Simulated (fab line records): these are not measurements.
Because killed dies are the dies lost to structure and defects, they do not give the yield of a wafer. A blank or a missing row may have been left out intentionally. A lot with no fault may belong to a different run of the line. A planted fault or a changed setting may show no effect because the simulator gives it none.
Matching of chambers || flow sky130 || 4 sister chambers for SKY_VIA1_CMP_24 on cmp-02
The step polishes, stops on SiO2, t overpolish 15 s, target thk 0 nm. 4 wafers are shown with their chamber, then 12 later ones without.

## WAFERS, EACH WITH ITS CHAMBER
{"wafer": "L092.1", "chamber": 1, "motor_current_A (A)": 10.8}
{"wafer": "L092.6", "chamber": 0, "motor_current_A (A)": 11.4}
{"wafer": "L090.3", "chamber": 3, "motor_current_A (A)": 13.7}
{"wafer": "L090.5", "chamber": 2, "motor_current_A (A)": 12.9}

## WAFERS WHOSE CHAMBER IS MISSING
{"wafer": "L094.2", "motor_current_A (A)": 10.4}
{"wafer": "L094.3", "motor_current_A (A)": 12.6}
{"wafer": "L094.4", "motor_current_A (A)": 14.4}
{"wafer": "L095.1", "motor_current_A (A)": 10.9}
{"wafer": "L095.5", "motor_current_A (A)": 10.9}
{"wafer": "L095.6", "motor_current_A (A)": 11.5}
{"wafer": "L096.2", "motor_current_A (A)": 14.5}
{"wafer": "L096.4", "motor_current_A (A)": 10.7}
{"wafer": "L096.6", "motor_current_A (A)": 10.3}
{"wafer": "L097.1", "motor_current_A (A)": 10.5}
{"wafer": "L097.3", "motor_current_A (A)": 12.7}
{"wafer": "L097.6", "motor_current_A (A)": 10.8}

## WHICH CHAMBER EACH ONE RAN IN
{"wafer": "L094.2", "from the rows above": "can't be placed: 1 or 0", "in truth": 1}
{"wafer": "L094.3", "from the rows above": 2, "in truth": 2}
{"wafer": "L094.4", "from the rows above": 3, "in truth": 3}
{"wafer": "L095.1", "from the rows above": "can't be placed: 1 or 0", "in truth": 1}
{"wafer": "L095.5", "from the rows above": "can't be placed: 1 or 0", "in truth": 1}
{"wafer": "L095.6", "from the rows above": "can't be placed: 0 or 1", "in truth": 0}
{"wafer": "L096.2", "from the rows above": 3, "in truth": 3}
{"wafer": "L096.4", "from the rows above": "can't be placed: 1 or 0", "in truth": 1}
{"wafer": "L096.6", "from the rows above": "can't be placed: 1 or 0", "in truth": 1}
{"wafer": "L097.1", "from the rows above": "can't be placed: 1 or 0", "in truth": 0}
{"wafer": "L097.3", "from the rows above": 2, "in truth": 2}
{"wafer": "L097.6", "from the rows above": "can't be placed: 1 or 0", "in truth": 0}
Placed correctly: 4 of 12. From these rows, 8 cannot be placed; in 8 the true chamber is one of the candidates. 0 placed wrongly.
How it was worked out, from the rows above alone: a wafer's distance from a chamber is the root of the sum, over the readings, of the square of ((its reading less the chamber's mean) divided by the reading's scatter). If the next closest chamber is less than 2 further off than the closest, the wafer can't be placed; otherwise it belongs to the closest. Each chamber's mean is taken over the wafers shown for it. The scatter: with one shown wafer a chamber, the root of the mean of the squares of how far each hidden wafer lies from its nearest shown one.
